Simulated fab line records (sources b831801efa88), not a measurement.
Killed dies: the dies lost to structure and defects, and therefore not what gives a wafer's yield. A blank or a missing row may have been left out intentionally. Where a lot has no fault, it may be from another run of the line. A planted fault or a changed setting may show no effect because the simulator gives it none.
fab line records	flow sky130
record lots=7	wafers=21	last-day=50
route steps=708 shown SONOS_ONO@176 GATE_OXIDE@187 POLY_GATE@204 PAD_OPEN@708
lots that met no fault: from a run of the same line without faults
start-h: hours from the record's first day to the start of the lot's first wafer shown	wait-h: time in hours since the lot's previous step	" unchanged from the row above	L1.1+2: one row covering several wafers at once	- no value, or no start was given	* or withheld: withheld	< > ~ a bound
route shown NAME@n: names a module that has steps shown in the file, with the first one's number in the route	usual: mean/standard deviation taken from wafers without a fault	same: alike in all rows	chamber/n: place in a boat	sites: per-site readings	_std_site: standard deviation of those values	_edge_site: mean of outer sites minus mean of inner sites	radius-mm: how far each site lies from the wafer's centre	mask NAME#n: copy n	behind: the tool/chamber that last shaped the wafer	hold: cause of the lot's hold/its duration in hours/its outcome	device: the n, p or np transistor that did not switch	end of line: the tests these same wafers got at the end of their route	a step without rows: its recipe alone	killed: not the wafer's yield, but the dies lost to structure and defects at the first sort	map: the dies of a wafer, with x for killed, . for not killed, _ for no die there
set.NAME: the setting as run; set.NAME@STEP: as run at that earlier step	model.NAME: the simulator's own value behind a step, which no gauge read
certain route steps with their lots: each step a table, each wafer a row
services: the hour from which a tool's chamber was out of use, counted from the record's first day as start-h (under 0 if before that day), plus the number of hours and why
## steps
# step SKY_SONOS_ONO_COAT_08
# recipe resist=NOVOLAK	spin-rpm=3000	resist-thk-nm=1140
# step SKY_SONOS_ONO_SOFTBAKE_09
# recipe temp-c=90	time-s=60	resist=NOVOLAK
# step SKY_SONOS_ONO_EXPOSE_10
# recipe mask-id=ONOM	target-cd-nm=410	na=0.6	source-shape=conventional	sigma-outer=0.6	dose-mj=150
# step SKY_SONOS_ONO_PEB_11
# recipe temp-c=withheld	time-s=*	resist=NOVOLAK
# step SKY_SONOS_ONO_DEVELOP_12
# recipe develop-time-s=60	dev-temp-c=23
# step SKY_SONOS_ONO_CD_MEAS_13
# recipe target-cd-nm=410
# usual cd-nm=410.4/2.4
lot.wafer	tool	chamber	start-h	wait-h	cd-nm
L813.1	cd-sem-01	-	297.34	0.1	408.6
L813.2	"	-	"	"	407.3
L813.5	"	-	"	"	410.5
L818.1	cd-sem-01	-	323.06	0.1	412.4
L818.2	"	-	"	"	410.0
L818.4	"	-	"	"	411.0
L819.1	cd-sem-02	-	338.96	0.1	411.1
L819.2	"	-	"	"	411.3
L819.5	"	-	"	"	411.6
L821.1	cd-sem-01	-	340.91	0.1	411.0
L821.3	"	-	"	"	411.8
L821.4	"	-	"	"	413.4
L824.4	cd-sem-02	-	370.85	0.1	404.3
L824.5	"	-	"	"	404.5
L824.6	"	-	"	"	401.7
L825.2	cd-sem-02	-	374.53	0.1	410.9
L825.4	"	-	"	"	407.5
L825.6	"	-	"	"	408.6
L835.1	cd-sem-01	-	457.91	0.1	410.8
L835.2	"	-	"	"	412.2
L835.3	"	-	"	"	413.5
# step SKY_SONOS_ONO_OVL_MEAS_14
# usual SONOS_ONO_OVL=0.7/1.1
lot.wafer	tool	chamber	start-h	wait-h	SONOS_ONO_OVL[nm]
L813.1	overlay-01	-	297.46	0.1	-1.5
L813.2	"	-	"	"	-3.1
L813.5	"	-	"	"	-1.5
L818.1	overlay-01	-	323.18	0.1	0.9
L818.2	"	-	"	"	1.3
L818.4	"	-	"	"	1.3
L819.1	overlay-02	-	339.08	0.1	0.5
L819.2	"	-	"	"	0.5
L819.5	"	-	"	"	1.7
L821.1	overlay-02	-	341.03	0.1	-0.5
L821.3	"	-	"	"	0.1
L821.4	"	-	"	"	0.8
L824.4	overlay-02	-	370.93	0.1	2.1
L824.5	"	-	"	"	1.5
L824.6	"	-	"	"	1.7
L825.2	overlay-02	-	374.63	0.1	0.8
L825.4	"	-	"	"	0.3
L825.6	"	-	"	"	0.1
L835.1	overlay-02	-	458.03	0.1	0.4
L835.2	"	-	"	"	-0.3
L835.3	"	-	"	"	0.5
# step SKY_SONOS_ONO_ETCH_15
# recipe target-depth-nm=19.52	chemistry=CHF3/O2	source-w=600	bias-w=200	pressure-mtorr=40	chf3-flow-sccm=50	O2_flow_sccm=5	time-s=7.8
# usual drypump-motor-current-A=5.6/0.4	oes-product-au=0.992/0.011	throttle-valve-pct=8.823/0.0098
lot.wafer	tool	chamber	start-h	wait-h	drypump-motor-current-A	oes-product-au	rf-hours-counter-h	throttle-valve-pct
L813.1	rie-diel-02	1	297.50	0.0	5.5	1.002	92	8.826
L813.2	"	3	"	"	6.1	0.996	123	8.836
L813.5	"	3	"	"	6.1	0.996	-	8.816
L818.1	rie-diel-01	3	323.22	0.0	6.2	1.003	6	8.838
L818.2	"	0	"	"	5.0	0.977	1	8.826
L818.4	"	2	"	"	5.9	0.979	65	8.793
L819.1	rie-diel-03	1	339.12	0.0	4.9	1.003	75	8.809
L819.2	"	2	"	"	5.8	1.007	3	8.833
L819.5	"	1	"	"	4.9	1.000	-	8.802
L821.1	rie-diel-02	1	341.07	0.0	5.5	0.983	93	8.828
L821.3	"	2	"	"	5.7	0.988	2	8.820
L821.4	"	3	"	"	6.1	0.984	0	8.840
L824.4	rie-diel-03	0	370.95	0.0	5.8	1.012	91	8.829
L824.5	"	1	"	"	4.9	0.992	-	8.817
L824.6	"	2	"	"	5.9	0.989	-	8.828
L825.2	rie-diel-02	2	374.66	0.0	5.7	1.002	3	8.828
L825.4	"	1	"	"	5.5	0.981	94	8.826
L825.6	"	0	"	"	5.1	0.997	-	8.820
L835.1	rie-diel-02	0	458.06	0.0	5.1	0.987	0	8.828
L835.2	"	3	"	"	6.1	0.982	2	8.811
L835.3	"	1	"	"	5.5	0.995	95	8.831
# step SKY_SONOS_ONO_WET_ETCH_16
# recipe chemistry=dHF	target-depth-nm=14	dry=n2-spin	target=SiO2	dilution=100:1	temp-c=25.55	time-s=280
# step SKY_SONOS_ONO_STRIP_17
# recipe chemistry=O2/N2	power-w=1400	pressure-mtorr=1500	platen-temp-c=withheld	o2-flow-sccm=3000	n2-flow-sccm=300	overash-fraction=0.5
# usual drypump-motor-current-A=5.9/0.51	o2-flow-sccm=2999/8.3	oes-product-au=0.710/0.0047	strip-time-to-endpoint-s=14.10/0.047
lot.wafer	tool	chamber	start-h	wait-h	drypump-motor-current-A	o2-flow-sccm	oes-product-au	rf-hours-counter-h	strip-time-to-endpoint-s
L813.1	plasma-asher-03	1	297.61	0.0	5.9	2998	0.716	18	14.04
L813.2	"	0	"	"	6.4	2997	0.713	18	14.04
L813.5	"	1	"	"	5.9	2991	0.715	-	14.04
L818.1	plasma-asher-03	0	323.32	0.0	6.4	3001	0.711	20	14.12
L818.2	"	1	"	"	5.9	3001	0.706	20	14.12
L818.4	"	0	"	"	6.4	3009	0.715	-	14.05
L819.1	plasma-asher-02	0	339.24	0.0	6.0	2987	0.710	67	14.10
L819.2	"	1	"	"	5.0	3004	0.713	67	14.12
L819.5	"	0	"	"	6.0	2999	0.709	-	14.12
L821.1	plasma-asher-02	1	341.17	0.0	5.0	2998	0.712	68	14.08
L821.3	"	1	"	"	5.0	3007	0.707	-	14.04
L821.4	"	0	"	"	6.0	3002	0.703	-	14.08
L824.4	plasma-asher-02	1	371.10	0.0	5.0	2985	0.708	-	14.12
L824.5	"	1	"	"	5.0	3002	0.710	-	14.15
L824.6	"	0	"	"	6.0	3005	0.705	-	14.12
L825.2	plasma-asher-02	0	374.78	0.0	6.0	3022	0.703	71	14.10
L825.4	"	1	"	"	5.0	3010	0.703	-	14.06
L825.6	"	0	"	"	6.0	3011	0.710	-	14.10
L835.1	plasma-asher-03	0	458.17	0.0	6.3	2993	0.711	34	14.06
L835.2	"	1	"	"	5.9	3003	0.712	34	14.11
L835.3	"	1	"	"	5.9	2998	0.709	-	14.15
# step SKY_SONOS_ONO_WET_ETCH_18
# recipe chemistry=H3PO4	target-depth-nm=15	target=Si3N4	temp-c=160	time-s=172
# step SKY_GATE_OXIDE_CLEAN_00
# recipe chemistry=SC1/SC2	mix=1:4:20	temp-c=70	time-s=150	dry=n2-spin
# step SKY_GATE_OXIDE_OXIDATION_01
# recipe temp-c=900	ambient=O2	stabilise-s=600	purge-s=300	target-thk-a=102.68	ox-time-s=1473
# usual zone-power-centre-pct=18.3/2.2
lot.wafer	tool	chamber	start-h	wait-h	zone-power-centre-pct
L813.1	furnace-01	0	298.08	0.3	15.9
L813.2	"	0	"	"	16.2
L813.5	"	0	"	"	15.8
L818.1	furnace-01	0	323.53	0.0	16.1
L818.2	"	0	"	"	15.9
L818.4	"	0	"	"	15.9
L819.1	furnace-02	0	339.45	0.0	20.0
L819.2	"	0	"	"	20.2
L819.5	"	0	"	"	20.1
L821.1	furnace-01	0	341.96	0.6	15.8
L821.3	"	0	"	"	15.8
L821.4	"	0	"	"	16.1
L821.1	furnace-02	0	343.72	0.4	20.1
L821.3	"	0	"	"	20.3
L821.4	"	0	"	"	20.6
L824.4	furnace-02	0	372.86	1.6	20.2
L824.5	"	0	"	"	20.4
L824.6	"	0	"	"	20.1
L824.4	furnace-02	0	375.66	1.4	20.7
L824.5	"	0	"	"	20.3
L824.6	"	0	"	"	20.1
L825.2	furnace-02	0	375.66	0.6	20.5
L825.4	"	0	"	"	20.3
L825.6	"	0	"	"	20.0
L825.2	furnace-01	0	377.38	0.3	15.8
L825.4	"	0	"	"	15.9
L825.6	"	0	"	"	15.9
L835.1	furnace-01	0	458.38	0.0	15.8
L835.2	"	0	"	"	15.7
L835.3	"	0	"	"	15.9
# step SKY_GATE_OXIDE_THK_MEAS_02
# recipe reads=SiO2_of_GATE_OXIDE_OXIDATION_01
# usual GATE_OXIDE_OXIDATION_00_THK=10.11/0.24
lot.wafer	tool	chamber	start-h	wait-h	GATE_OXIDE_OXIDATION_00_THK[nm]
L813.1	film-metro-01	-	299.49	0.0	9.88
L813.2	"	-	"	"	9.97
L813.5	"	-	"	"	9.91
L818.1	film-metro-03	-	324.94	0.0	10.09
L818.2	"	-	"	"	10.10
L818.4	"	-	"	"	10.07
L819.1	film-metro-02	-	340.86	0.0	10.42
L819.2	"	-	"	"	10.51
L819.5	"	-	"	"	10.53
L821.1	film-metro-03	-	345.18	0.0	16.10
L821.3	"	-	"	"	16.27
L821.4	"	-	"	"	16.14
L821.1	film-metro-03	-	345.40	0.2	16.05
L821.3	"	-	"	"	16.29
L821.4	"	-	"	"	16.09
L824.4	film-metro-01	-	377.16	0.1	16.42
L824.5	"	-	"	"	16.72
L824.6	"	-	"	"	16.48
L824.4	film-metro-01	-	377.47	0.3	16.45
L824.5	"	-	"	"	16.77
L824.6	"	-	"	"	16.49
L825.2	film-metro-01	-	378.80	0.0	15.97
L825.4	"	-	"	"	16.15
L825.6	"	-	"	"	16.29
L825.2	film-metro-01	-	379.03	0.2	15.92
L825.4	"	-	"	"	16.07
L825.6	"	-	"	"	16.28
L835.1	film-metro-02	-	459.79	0.0	10.10
L835.2	"	-	"	"	9.84
L835.3	"	-	"	"	10.02
# step SKY_GATE_OXIDE_DEHYDRATE_03
# recipe temp-c=200	time-s=60
# step SKY_GATE_OXIDE_HMDS_04
# recipe prime-time-s=60	prime-temp-c=120
# step SKY_GATE_OXIDE_COAT_05
# recipe resist=NOVOLAK	spin-rpm=3000	resist-thk-nm=1149
# step SKY_GATE_OXIDE_SOFTBAKE_06
# recipe temp-c=90	time-s=60	resist=NOVOLAK
# step SKY_GATE_OXIDE_EXPOSE_07
# recipe mask-id=LVOM	na=0.6	source-shape=conventional	sigma-outer=0.6	polarization=unpolarized	target-cd-nm=600	dose-mj=170
# step SKY_GATE_OXIDE_PEB_08
# recipe temp-c=withheld	time-s=*	resist=NOVOLAK
# step SKY_GATE_OXIDE_DEVELOP_09
# recipe resist=NOVOLAK	developer=TMAH	develop-time-s=60	dev-temp-c=23
# step SKY_GATE_OXIDE_OVL_MEAS_10
# usual GATE_OXIDE_OVL=0.4/1.1
lot.wafer	tool	chamber	start-h	wait-h	GATE_OXIDE_OVL[nm]
L813.1	overlay-01	-	323.36	0.1	2.0
L813.2	"	-	"	"	0.1
L813.5	"	-	"	"	1.2
L818.1	overlay-02	-	350.64	0.1	-0.3
L818.2	"	-	"	"	-0.1
L818.4	"	-	"	"	0.0
L819.1	overlay-01	-	368.34	0.1	-0.9
L819.2	"	-	"	"	1.1
L819.5	"	-	"	"	0.4
L821.1	overlay-01	-	370.73	0.1	-1.0
L821.3	"	-	"	"	-2.3
L821.4	"	-	"	"	-1.6
L824.4	overlay-02	-	403.20	0.1	2.2
L824.5	"	-	"	"	1.9
L824.6	"	-	"	"	2.5
L825.2	overlay-01	-	405.14	0.1	0.5
L825.4	"	-	"	"	0.4
L825.6	"	-	"	"	0.5
L835.1	overlay-01	-	490.79	0.1	0.1
L835.2	"	-	"	"	-1.1
L835.3	"	-	"	"	0.1
# step SKY_GATE_OXIDE_IMPLANT_11
# recipe species=B	energy-kev=10	dose-cm2=2.6e+12	tilt-deg=withheld
# step SKY_GATE_OXIDE_WET_ETCH_12
# recipe chemistry=dHF	target-depth-nm=16.8	dry=n2-spin	target=SiO2	dilution=100:1	temp-c=25	time-s=336
# step SKY_GATE_OXIDE_STRIP_13
# recipe chemistry=O2/N2	power-w=1400	pressure-mtorr=1500	platen-temp-c=withheld	o2-flow-sccm=3000	n2-flow-sccm=300	overash-fraction=0.5
# usual drypump-motor-current-A=6.0/0.39	o2-flow-sccm=3000/9.5	oes-product-au=0.715/0.0043	strip-time-to-endpoint-s=14.27/0.035
lot.wafer	tool	chamber	start-h	wait-h	drypump-motor-current-A	o2-flow-sccm	oes-product-au	rf-hours-counter-h	strip-time-to-endpoint-s
L813.1	plasma-asher-04	1	323.66	0.0	5.6	3001	0.722	51	14.32
L813.2	"	0	"	"	6.0	3016	0.714	51	14.31
L813.5	"	0	"	"	5.9	3001	0.717	-	14.34
L818.1	plasma-asher-04	1	350.93	0.0	5.6	2991	0.711	54	14.28
L818.2	"	0	"	"	5.9	3000	0.728	54	14.26
L818.4	"	0	"	"	5.9	3003	0.719	-	14.28
L819.1	plasma-asher-03	1	368.63	0.0	5.9	2996	0.718	25	14.30
L819.2	"	0	"	"	6.3	2996	0.716	25	14.25
L819.5	"	1	"	"	5.9	2989	0.709	-	14.31
L821.1	plasma-asher-01	1	371.04	0.0	6.7	2996	0.711	67	14.28
L821.3	"	1	"	"	6.7	2983	0.721	-	14.30
L821.4	"	0	"	"	5.6	2985	0.712	-	14.28
L824.4	plasma-asher-03	1	403.50	0.0	5.9	2996	0.720	-	14.29
L824.5	"	0	"	"	6.4	2993	0.713	-	14.29
L824.6	"	1	"	"	5.9	2996	0.712	-	14.29
L825.2	plasma-asher-03	0	405.52	0.0	6.4	3000	0.718	29	14.27
L825.4	"	0	"	"	6.4	2992	0.713	-	14.32
L825.6	"	1	"	"	5.9	3021	0.720	-	14.28
L835.1	plasma-asher-01	1	491.08	0.0	6.7	3015	0.714	77	14.25
L835.2	"	0	"	"	5.6	3001	0.721	77	14.19
L835.3	"	1	"	"	6.7	3017	0.715	-	14.19
# step SKY_GATE_OXIDE_TW_MEAS_14
# usual GATE_OXIDE_TW=223.5/1.3
lot.wafer	tool	chamber	start-h	wait-h	GATE_OXIDE_TW
L813.1	film-metro-03	-	323.76	0.1	223.3
L813.2	"	-	"	"	223.8
L813.5	"	-	"	"	224.4
L818.1	film-metro-03	-	351.03	0.1	225.4
L818.2	"	-	"	"	225.1
L818.4	"	-	"	"	225.2
L819.1	film-metro-01	-	368.73	0.1	221.4
L819.2	"	-	"	"	222.4
L819.5	"	-	"	"	222.0
L821.1	film-metro-03	-	371.14	0.1	225.0
L821.3	"	-	"	"	224.6
L821.4	"	-	"	"	225.0
L821.1	film-metro-03	-	371.36	0.2	224.4
L821.3	"	-	"	"	225.0
L821.4	"	-	"	"	224.7
L824.4	film-metro-03	-	403.60	0.1	225.5
L824.5	"	-	"	"	224.8
L824.6	"	-	"	"	224.4
L824.4	film-metro-03	-	403.82	0.2	225.4
L824.5	"	-	"	"	224.3
L824.6	"	-	"	"	224.7
L825.2	film-metro-01	-	405.63	0.1	221.5
L825.4	"	-	"	"	222.1
L825.6	"	-	"	"	220.9
L825.2	film-metro-01	-	405.86	0.2	222.0
L825.4	"	-	"	"	221.3
L825.6	"	-	"	"	222.1
L835.1	film-metro-02	-	491.18	0.1	223.3
L835.2	"	-	"	"	223.1
L835.3	"	-	"	"	224.9
# step SKY_GATE_OXIDE_CLEAN_15
# recipe chemistry=SC1/SC2	mix=1:4:20	temp-c=70	time-s=150	dry=n2-spin
# usual temp-c=69.99/0.11
lot.wafer	tool	chamber	start-h	wait-h	temp-c	model.SiO2_of_GATE_OXIDE_OXIDATION_01.thk-nm
L813.1	wet-bench-01	3	323.82	0.1	70.06	9.501
L813.2	"	3	"	"	69.96	9.571
L813.5	"	3	"	"	69.84	9.568
L818.1	wet-bench-03	2	351.09	0.1	69.82	9.689
L818.2	"	2	"	"	69.91	9.697
L818.4	"	2	"	"	70.08	9.685
L819.1	wet-bench-02	3	368.79	0.1	69.92	10.1
L819.2	"	3	"	"	70.06	10.18
L819.5	"	3	"	"	70.11	10.19
L821.1	wet-bench-02	3	374.02	2.6	69.99	15.73
L821.3	"	3	"	"	69.83	15.96
L821.4	"	3	"	"	70.10	15.81
L824.4	wet-bench-02	3	404.78	0.9	69.92	16.08
L824.5	"	3	"	"	69.99	16.42
L824.6	"	3	"	"	69.81	16.15
L825.2	wet-bench-01	2	408.82	3.0	70.13	15.63
L825.4	"	2	"	"	70.25	15.75
L825.6	"	2	"	"	70.12	15.94
L835.1	wet-bench-01	2	491.24	0.1	69.90	9.738
L835.2	"	2	"	"	70.10	9.542
L835.3	"	2	"	"	70.04	9.702
# step SKY_GATE_OXIDE_OXIDATION_16
# recipe temp-c=800	ambient=O2	idle-temp-c=700	ramp-up-c-per-min=10	ramp-down-c-per-min=3	stabilise-s=600	purge-s=300	target-thk-a=35.7	ox-time-s=1915
# usual zone-power-centre-pct=14.2/1.7
lot.wafer	tool	chamber	start-h	wait-h	zone-power-centre-pct	model.SiO2_of_GATE_OXIDE_OXIDATION_01.thk-nm
L813.1	furnace-01	0	324.94	1.1	12.5	11.23
L813.2	"	0	"	"	12.4	11.3
L813.5	"	0	"	"	12.4	11.28
L818.1	furnace-02	0	351.20	0.1	15.6	11.39
L818.2	"	0	"	"	16.0	11.41
L818.4	"	0	"	"	16.2	11.41
L819.1	furnace-01	0	369.04	0.2	12.4	11.83
L819.2	"	0	"	"	12.3	11.88
L819.5	"	0	"	"	12.4	11.88
L821.1	furnace-01	0	374.70	0.6	12.5	17.03
L821.3	"	0	"	"	12.4	17.26
L821.4	"	0	"	"	12.3	17.13
L824.4	furnace-01	0	405.49	0.7	12.5	17.38
L824.5	"	0	"	"	12.5	17.7
L824.6	"	0	"	"	12.3	17.45
L825.2	furnace-02	0	408.87	0.0	16.0	16.99
L825.4	"	0	"	"	15.6	17.08
L825.6	"	0	"	"	15.9	17.26
L835.1	furnace-02	0	491.29	0.0	15.8	11.5
L835.2	"	0	"	"	16.1	11.24
L835.3	"	0	"	"	15.8	11.41
# step SKY_POLY_GATE_CVD_00
# recipe material=poly-Si	target-thk-nm=180	temp-c=620	time-s=720	pressure-mtorr=200
# step SKY_PAD_OPEN_PROBE_99
# usual killed_at_M0_to_M3=42/6.8	killed_at_M4_up=3.4/1.8	killed-at-contacts=25/5.7	killed-at-front-end=16/4.8	killed-at-other=0.2/0.39	killed-dies=87/9.6	killed-open=47/6.9	killed-short=40/6.3
# same gross-dies=492	killed-at-back-side=0
lot.wafer	tool	chamber	start-h	wait-h	killed_at_M0_to_M3	killed_at_M4_up	killed-at-contacts	killed-at-front-end	killed-at-other	killed-dies	killed-open	killed-short	model.etest.nfet_16v.r-on-ohm-um	model.etest.tip-sonos.rs-ohm-sq	model.etest.pfet_16v.r-on-ohm-um	model.etest.pfet-g5v0d10v5.r-on-ohm-um	model.etest.nfet-g5v0d10v5.r-on-ohm-um	model.etest.tip-p.rs-ohm-sq	model.etest.nfet-g5v0d10v5.drive-ua-um	model.etest.pfet_01v8.r-on-ohm-um
L813.1	prober-01	-	1090.91	0.1	46	3	26	9	1	85	42	43	1.379e+04	2595	1.527e+04	4586	1863	6863	619.5	2794
L813.2	prober-01	-	1090.96	0.1	52	3	37	18	0	110	59	51	1.382e+04	2647	1.479e+04	4665	1862	6893	612	2820
L813.5	prober-01	-	1091.11	0.2	36	2	27	20	0	85	47	38	1.392e+04	2626	1.543e+04	4725	1914	6884	611.4	2941
L818.1	prober-01	-	1107.43	0.1	33	1	24	18	0	76	33	43	1.373e+04	2571	1.511e+04	4659	1877	6883	609	2902
L818.2	prober-01	-	1107.48	0.1	54	3	22	18	0	97	56	41	1.389e+04	2529	1.511e+04	4719	1896	6890	610.7	2978
L818.4	prober-01	-	1107.58	0.2	52	5	17	23	0	97	54	43	1.399e+04	2571	1.498e+04	4758	1891	6938	607.9	2970
L819.1	prober-01	-	1122.23	0.1	36	3	35	13	0	87	51	36	1.44e+04	2716	1.546e+04	4918	1957	6789	579.2	3028
L819.2	prober-01	-	1122.28	0.1	45	4	23	9	0	81	51	30	1.435e+04	2734	1.546e+04	4774	1918	6812	588.2	2893
L819.5	prober-01	-	1122.43	0.2	37	5	27	14	0	83	36	47	1.435e+04	2719	1.544e+04	4812	1912	6820	586.9	2892
L821.1	prober-01	-	1122.59	0.1	36	4	28	18	0	86	48	38	1.719e+04	4703	1.677e+04	6185	2416	7004	406.6	3013
L821.3	prober-01	-	1122.69	0.2	41	1	28	26	0	96	52	44	1.756e+04	4897	1.747e+04	6224	2440	7072	400.4	3021
L821.4	prober-01	-	1122.74	0.2	39	5	31	22	0	97	55	42	1.737e+04	4783	1.696e+04	6138	2432	6955	400.1	3060
L824.5	prober-02	-	1145.48	0.2	45	3	25	22	0	95	51	44	1.74e+04	5502	1.739e+04	6317	2482	7285	387.8	3044
L825.2	prober-01	-	1146.32	0.1	37	1	21	9	0	68	37	31	1.68e+04	4795	1.661e+04	6152	2418	7114	410.9	3052
L835.1	prober-01	-	1190.62	0.1	40	3	26	4	0	73	48	25	1.395e+04	2702	1.474e+04	4798	1898	6934	602.3	3015
L835.2	prober-01	-	1190.67	0.1	34	1	27	12	0	74	44	30	1.378e+04	2646	1.482e+04	4727	1880	6874	612.3	2939
L835.3	prober-01	-	1190.72	0.2	42	1	21	16	0	80	44	36	1.38e+04	2690	1.47e+04	4771	1884	6945	609.2	2993
# killed by level:class
L813.1 VIA1:geometric-particle:open=13 CONTACT:geometric-particle:short=7 LOCAL_INTERCONNECT:geometric-particle:short=6 CONTACT:geometric-particle:open=6 METAL1:geometric-particle:short=6 VIA3:geometric-particle:open=6 VIA2:geometric-particle:open=5 VIA1:geometric-particle:short=5
L813.2 VIA1:geometric-particle:open=17 CONTACT:geometric-particle:open=12 LOCAL_INTERCONNECT:geometric-particle:short=8 LI_CONTACT:geometric-particle:open=7 CONTACT:geometric-particle:short=7 METAL1:geometric-particle:short=6 FIELD_ISO:geometric-particle:short=5 VIA3:geometric-particle:open=5
L813.5 VIA1:geometric-particle:open=14 LI_CONTACT:geometric-particle:open=8 FIELD_ISO:geometric-particle:open=7 CONTACT:geometric-particle:open=7 CONTACT:geometric-particle:short=6 METAL2:geometric-particle:short=4 METAL3:geometric-particle:short=4 FIELD_ISO:geometric-particle:short=3
L818.1 CONTACT:geometric-particle:open=7 VIA1:geometric-particle:short=6 VIA1:geometric-particle:open=6 VIA2:geometric-particle:open=5 VIA2:geometric-particle:short=5 POLY_GATE:geometric-particle:short=4 LI_CONTACT:geometric-particle:open=4 LI_CONTACT:geometric-particle:short=4
L818.2 VIA1:geometric-particle:open=15 CONTACT:geometric-particle:open=11 VIA2:geometric-particle:open=9 VIA3:geometric-particle:open=8 FIELD_ISO:geometric-particle:short=7 VIA1:geometric-particle:short=6 METAL1:geometric-particle:short=5 METAL2:geometric-particle:short=5
L818.4 FIELD_ISO:geometric-particle:open=10 VIA3:geometric-particle:open=10 VIA2:geometric-particle:open=7 VIA1:geometric-particle:open=7 POLY_GATE:geometric-particle:short=6 LI_CONTACT:geometric-particle:open=6 METAL1:geometric-particle:short=5 METAL2:geometric-particle:short=5
L819.1 CONTACT:geometric-particle:open=13 VIA1:geometric-particle:short=7 VIA1:geometric-particle:open=7 LI_CONTACT:geometric-particle:open=7 VIA3:geometric-particle:open=6 POLY_GATE:geometric-particle:open=5 LOCAL_INTERCONNECT:geometric-particle:short=5 LOCAL_INTERCONNECT:geometric-particle:open=5
L819.2 VIA1:geometric-particle:open=13 CONTACT:geometric-particle:open=9 VIA3:geometric-particle:open=9 LI_CONTACT:geometric-particle:open=8 METAL2:geometric-particle:short=5 METAL1:geometric-particle:short=5 VIA2:geometric-particle:open=4 VIA3:geometric-particle:short=4
L819.5 LOCAL_INTERCONNECT:geometric-particle:short=7 VIA1:geometric-particle:open=7 CONTACT:geometric-particle:short=6 LI_CONTACT:geometric-particle:open=6 CONTACT:geometric-particle:open=5 VIA3:geometric-particle:open=5 POLY_GATE:geometric-particle:short=4 METAL1:geometric-particle:short=4
L821.1 VIA1:geometric-particle:open=12 LI_CONTACT:geometric-particle:open=8 CONTACT:geometric-particle:short=8 POLY_GATE:geometric-particle:short=7 CONTACT:geometric-particle:open=7 VIA3:geometric-particle:open=7 METAL2:geometric-particle:short=5 FIELD_ISO:geometric-particle:open=4
L821.3 CONTACT:geometric-particle:open=12 LI_CONTACT:geometric-particle:open=10 METAL1:geometric-particle:short=7 POLY_GATE:geometric-particle:open=7 VIA1:geometric-particle:short=7 METAL2:geometric-particle:short=7 VIA1:geometric-particle:open=6 VIA3:geometric-particle:open=6
L821.4 CONTACT:geometric-particle:open=15 VIA1:geometric-particle:open=11 CONTACT:geometric-particle:short=8 VIA3:geometric-particle:open=7 VIA1:geometric-particle:short=7 FIELD_ISO:geometric-particle:short=6 POLY_GATE:geometric-particle:short=6 LI_CONTACT:geometric-particle:open=5
L824.5 VIA2:geometric-particle:open=9 POLY_GATE:geometric-particle:open=7 CONTACT:geometric-particle:short=7 CONTACT:geometric-particle:open=7 FIELD_ISO:geometric-particle:short=6 LI_CONTACT:geometric-particle:open=6 METAL2:geometric-particle:short=6 VIA3:geometric-particle:open=6
L825.2 VIA2:geometric-particle:open=11 CONTACT:geometric-particle:open=6 VIA1:geometric-particle:open=6 LI_CONTACT:geometric-particle:open=4 CONTACT:geometric-particle:short=4 METAL1:geometric-particle:short=4 LI_CONTACT:geometric-particle:short=3 METAL3:geometric-particle:short=3
L835.1 CONTACT:geometric-particle:open=10 VIA1:geometric-particle:open=10 VIA3:geometric-particle:open=8 VIA2:geometric-particle:open=6 METAL2:geometric-particle:short=5 LI_CONTACT:geometric-particle:open=4 LOCAL_INTERCONNECT:geometric-particle:short=4 LI_CONTACT:geometric-particle:short=3
L835.2 CONTACT:geometric-particle:open=10 VIA3:geometric-particle:open=8 LI_CONTACT:geometric-particle:open=6 VIA1:geometric-particle:open=5 CONTACT:geometric-particle:short=5 VIA2:geometric-particle:short=5 VIA2:geometric-particle:open=5 LOCAL_INTERCONNECT:geometric-particle:short=4
L835.3 METAL1:geometric-particle:short=9 VIA1:geometric-particle:open=8 CONTACT:geometric-particle:open=6 LI_CONTACT:geometric-particle:open=5 METAL2:geometric-particle:short=5 VIA1:geometric-particle:short=5 VIA2:geometric-particle:open=5 FIELD_ISO:geometric-particle:open=4
## services
tool	chamber	start-h	hours	kind
rie-diel-01	-	276.27	3.9	repair
rie-diel-01	0	288.08	16.4	repair
rie-diel-01	2	289.87	6.9	repair
wet-bench-02	-	297.17	1.5	repair
rie-diel-03	-	301.76	0.7	repair
rie-diel-03	2	315.22	5.6	repair
furnace-02	-	325.64	3.4	pm
plasma-asher-02	-	334.86	4.1	repair
plasma-asher-01	-	371.14	25.5	pm
rie-diel-03	2	373.06	5.1	repair
furnace-01	-	381.09	14.5	pm
furnace-01	-	399.68	2.9	pm
plasma-asher-01	-	405.40	0.4	repair
plasma-asher-03	-	412.42	2.6	repair
plasma-asher-01	-	419.84	1.1	repair
plasma-asher-02	-	421.25	9.0	pm
rie-diel-03	3	433.23	8.9	repair
rie-diel-03	-	455.06	0.8	repair
plasma-asher-01	-	468.41	0.8	repair
rie-diel-02	-	473.92	0.1	repair
furnace-01	-	475.88	8.5	pm
plasma-asher-02	-	478.23	3.8	repair
plasma-asher-04	-	479.54	2.8	pm
plasma-asher-02	-	491.20	1.4	repair
## key
first-sign step=SKY_GATE_OXIDE_OXIDATION_01	reading=visit	direction=added
effect step=SKY_GATE_OXIDE_THK_MEAS_02	reading=visit	direction=added
effect step=SKY_GATE_OXIDE_THK_MEAS_02	reading=GATE_OXIDE_OXIDATION_00_THK	direction=up	sigmas=26	usual=10.11	struck=16.28
effect step=SKY_GATE_OXIDE_TW_MEAS_14	reading=visit	direction=added
model-effect step=SKY_GATE_OXIDE_CLEAN_15	value=SiO2_of_GATE_OXIDE_OXIDATION_01.thk-nm	without=9.715	struck=15.94
model-effect step=SKY_GATE_OXIDE_OXIDATION_16	value=SiO2_of_GATE_OXIDE_OXIDATION_01.thk-nm	without=11.41	struck=17.25
model-effect step=SKY_PAD_OPEN_PROBE_99	value=etest.nfet_16v.r-on-ohm-um	without=1.398e+04	struck=1.726e+04
met-at SKY_GATE_OXIDE_OXIDATION_01
struck-wafers L821.1,L821.3,L821.4,L824.4,L824.5,L824.6,L825.2,L825.4,L825.6
rows-end L824.4,L824.6,L825.4,L825.6
tester-left-out L821,L824,L825
fault kind=repeated-step-whole	tool=furnace-01,furnace-02	chamber=-	onset-h=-	steps=SKY_GATE_OXIDE_OXIDATION_01	times=1	scope=struck-lots-only
# tester-left-out: of these lots the tester's yield and bins aren't shown, on N5 and GAA mostly nor the transistor test; their killed dies are dies lost to structure and defects alone, not to doping, threshold or leakage, so they don't give the yield
# rows-end: these wafers met a further fault down the route, and their rows from its step on are left out
